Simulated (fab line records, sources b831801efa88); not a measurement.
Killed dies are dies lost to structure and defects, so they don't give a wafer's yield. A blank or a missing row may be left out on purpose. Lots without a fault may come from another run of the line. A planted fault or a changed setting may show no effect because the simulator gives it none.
A struck lot beside a sound one | flow sky130 | 37 steps out of a route of 708
Sound: wafers L640.4, L640.5, L640.6. Struck: wafers L628.3, L628.5, L628.6. The cause comes at the end.
At each step with rows: each side's tool, then ch and its chambers, then its first start. Under that, the readings that differ: sound wafers | struck wafers | difference of the means | sigmas: that difference in standard deviations of wafers without a fault.
alike: readings whose means differ by less than 2 such deviations, and words and numbers that are the same on both sides. not compared: withheld readings, readings that some wafer has no value for, bounds like >300 that may hide the same value, and numbers for which the record gives no deviation and whose values overlap.
The two part at a step that has a row with sigmas, a row that says differs or no value, or rows on one side only. Numbers that don't overlap but have no deviation are shown without sigmas and don't part them. A reading that every wafer of one side lacks parts them only if that side has two wafers or more.

first, 10 steps without rows for these wafers: SKY_VIA3_ETCH_15 (etches SiO2 in C4F8/O2/Ar, stops on TiN, target depth 507 nm, time 78 s); SKY_VIA3_STRIP_16 (strips in O2/N2); SKY_VIA3_STRIP_17 (strips in post etch residue remover, time 1200 s); SKY_VIA3_CLEAN_18 (cleans in IPA, time 180 s); SKY_VIA3_CLEAN_19 (cleans in O3/DIW); SKY_VIA3_SPUTTER_20 (material TiN, target thk 20 nm, time 80 s); SKY_VIA3_CVD_21 (deposits W, target thk 390 nm, time 117.31 s); SKY_VIA3_CMP_24 (polishes, stops on SiO2, t overpolish 20 s, target thk 0 nm); SKY_METAL4_SPUTTER_00 (material Ti, target thk 15 nm, time 10 s); SKY_METAL4_SPUTTER_01 (material TiN, target thk 20 nm, time 16.7 s).
SKY_METAL4_SPUTTER_02: material AlCu, target thk 735 nm, time 39.1 s.
  sound on pvd_sputter-02, day 45 22:23; struck on pvd_sputter-04, day 42 06:35
  reading                                     | sound                | struck               | difference | sigmas
  chamber_pressure_pa (Pa)                    | 0.4011 0.3992 0.3997 | 0.3221 0.3220 0.3215 | -0.0781    | -91
  throttle_valve_pct (%)                      | 30.4 29.1 29.6       | 34.0 33.6 33.9       | +4.1       | +8
  model.AlCu_of_METAL4_SPUTTER_02.thk_nm (nm) | 731 714.5 720.2      | 771.3 777.4 768.6    | +50.5      |
then, 24 steps without rows for these wafers: SKY_METAL4_SPUTTER_03 (material Ti, target thk 5 nm, time 3.3 s); SKY_METAL4_SPUTTER_04 (material TiN, target thk 70 nm, time 58.3 s); SKY_CAP2M_CVD_00 (deposits SiO2, target thk 15.5 nm); SKY_CAP2M_SPUTTER_02 (material TiN, target thk 200 nm, time 166.7 s); SKY_CAP2M_DEHYDRATE_05 (time 60 s); SKY_CAP2M_HMDS_06 (prime time 60 s); SKY_CAP2M_COAT_07 (resist thk 1140 nm); SKY_CAP2M_SOFTBAKE_08 (time 60 s); SKY_CAP2M_EXPOSE_09 (exposes mask CAP2M, target cd 1000 nm); SKY_CAP2M_PEB_10; SKY_CAP2M_DEVELOP_11 (develop time 60 s); SKY_CAP2M_METAL_ETCH_13 (etches TiN in Cl2/BCl3, stops on SiO2, target depth 220 nm, time 62.9 s); SKY_CAP2M_STRIP_14 (strips in O2/N2); SKY_CAP2M_STRIP_15 (strips in post etch residue remover, time 1200 s); SKY_CAP2M_CLEAN_16 (cleans in IPA, time 180 s); SKY_CAP2M_CLEAN_17 (cleans in O3/DIW); SKY_METAL4_DEHYDRATE_05 (time 60 s); SKY_METAL4_HMDS_06 (prime time 60 s); SKY_METAL4_COAT_07 (resist thk 60 nm); SKY_METAL4_COAT_08 (resist thk 1140 nm); SKY_METAL4_SOFTBAKE_09 (time 90 s); SKY_METAL4_EXPOSE_10 (exposes mask MM4, target cd 300 nm); SKY_METAL4_PEB_11; SKY_METAL4_DEVELOP_12 (develop time 60 s).
SKY_METAL4_METAL_ETCH_18: etches the open film in Cl2/BCl3, stops on SiO2, target depth 845 nm, time 183.1 s.
  sound on rie_metal-01 ch 0,1, day 47 15:20; struck on rie_metal-01 ch 0,1, day 44 05:50
  reading                            | sound             | struck            | difference | sigmas
  oes_product_au (a.u.)              | 0.855 0.854 0.855 | 0.894 0.886 0.888 | +0.035     | +4
  model.METAL4.feature_depth_nm (nm) | 859.8 843.2 849.5 | 902.4 907.7 899.4 | +52.3      |
  model.etch.depth_nm (nm)           | 859.8 843.2 849.5 | 902.4 907.7 899.4 | +52.3      |
  alike: drypump_motor_current_A, throttle_valve_pct
  not compared: rf_hours_counter_h
-- the record jumps here: 4 days lie between the struck wafers' starts before and after (it left off in module METAL4 and takes up again in module PAD_OPEN, whose first step shown is number 708 of the route) --
SKY_PAD_OPEN_PROBE_99:
  sound on prober-02, day 50 18:27; struck on prober-02, day 47 22:02
  reading                      | sound                   | struck                  | difference | sigmas
  killed_dies                  | 82 82 69                | 93 91 109               | +20        | +2
  sort_n_pass                  | 410 410 423             | 399 401 383             | -20        | -2
  model.etest.met4.line_ohm_um | 0.1452 0.1494 0.1459    | 0.1345 0.1329 0.1351    | -0.0127    |
  model.etest.met4.rs_ohm_sq   | 0.04268 0.04404 0.04345 | 0.04056 0.04047 0.04073 | -0.00280   |
  alike: defect_limited_yield, killed_at_M0_to_M3, killed_at_M4_up, killed_at_contacts, killed_at_front_end, killed_open, killed_short, sort_bin_3_pad_short, sort_bin_5_function, sort_bin_6_memory, sort_yield_pct

WHERE THEY PART
First at SKY_METAL4_SPUTTER_02; last, within this record, at SKY_PAD_OPEN_PROBE_99.

WHY: what the simulator had put in
Process parameter drift: pvd_sputter-04, from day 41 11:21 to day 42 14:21, at SKY_METAL4_SPUTTER_02. Setting chamber_pressure_pa, moved by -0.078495, from 0.4. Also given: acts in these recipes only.
